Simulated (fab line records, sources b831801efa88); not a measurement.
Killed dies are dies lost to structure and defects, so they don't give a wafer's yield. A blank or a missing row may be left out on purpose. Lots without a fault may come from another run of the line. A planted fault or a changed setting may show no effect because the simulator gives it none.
Chamber matching | flow sky130 | SKY_CAP2M_CVD_00 on pecvd-04: 3 sister chambers
The step deposits SiO2, target thk 15.5 nm. 6 wafers are shown with their chamber, then 9 later ones without.

WAFERS WITH THEIR CHAMBER
wafer  | chamber | heater_power_w (W) | heater_power_outer_w (W)
L083.3 | 2       | 1029               | 649
L084.1 | 1       | 557                | 300
L084.5 | 0       | 686                | 435
L087.1 | 2       | 936                | 583
L087.2 | 0       | 691                | 456
L087.3 | 1       | 610                | 337

WAFERS WITHOUT THEIR CHAMBER
wafer  | heater_power_w (W) | heater_power_outer_w (W)
L090.3 | 938                | 592
L090.5 | 634                | 371
L090.6 | 677                | 435
L091.3 | 595                | 335
L091.4 | 588                | 327
L091.6 | 666                | 416
L095.1 | 703                | 451
L095.3 | 672                | 382
L095.5 | 661                | 376

WHICH CHAMBER EACH WENT THROUGH
wafer  | from the rows above     | in truth
L090.3 | 2                       | 2
L090.5 | can't be placed: 1 or 0 | 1
L090.6 | 0                       | 0
L091.3 | 1                       | 1
L091.4 | 1                       | 1
L091.6 | 0                       | 0
L095.1 | 0                       | 0
L095.3 | can't be placed: 0 or 1 | 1
L095.5 | can't be placed: 0 or 1 | 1
Placed correctly: 6 of 9. Can't be placed from these rows: 3 (the true chamber is among the candidates in 3). Placed wrongly: 0.
How it was worked out, from the rows above alone: a wafer's distance from a chamber is the root of the sum, over the readings, of the square of ((its reading less the chamber's mean) divided by the reading's scatter). The wafer belongs to the nearest chamber; if the next one is less than 2 further off, it can't be placed. A chamber's mean is the mean of its shown wafers. The scatter: the root of (the sum of the squares of (reading less its chamber's mean) over the shown wafers, divided by (wafers less chambers)).
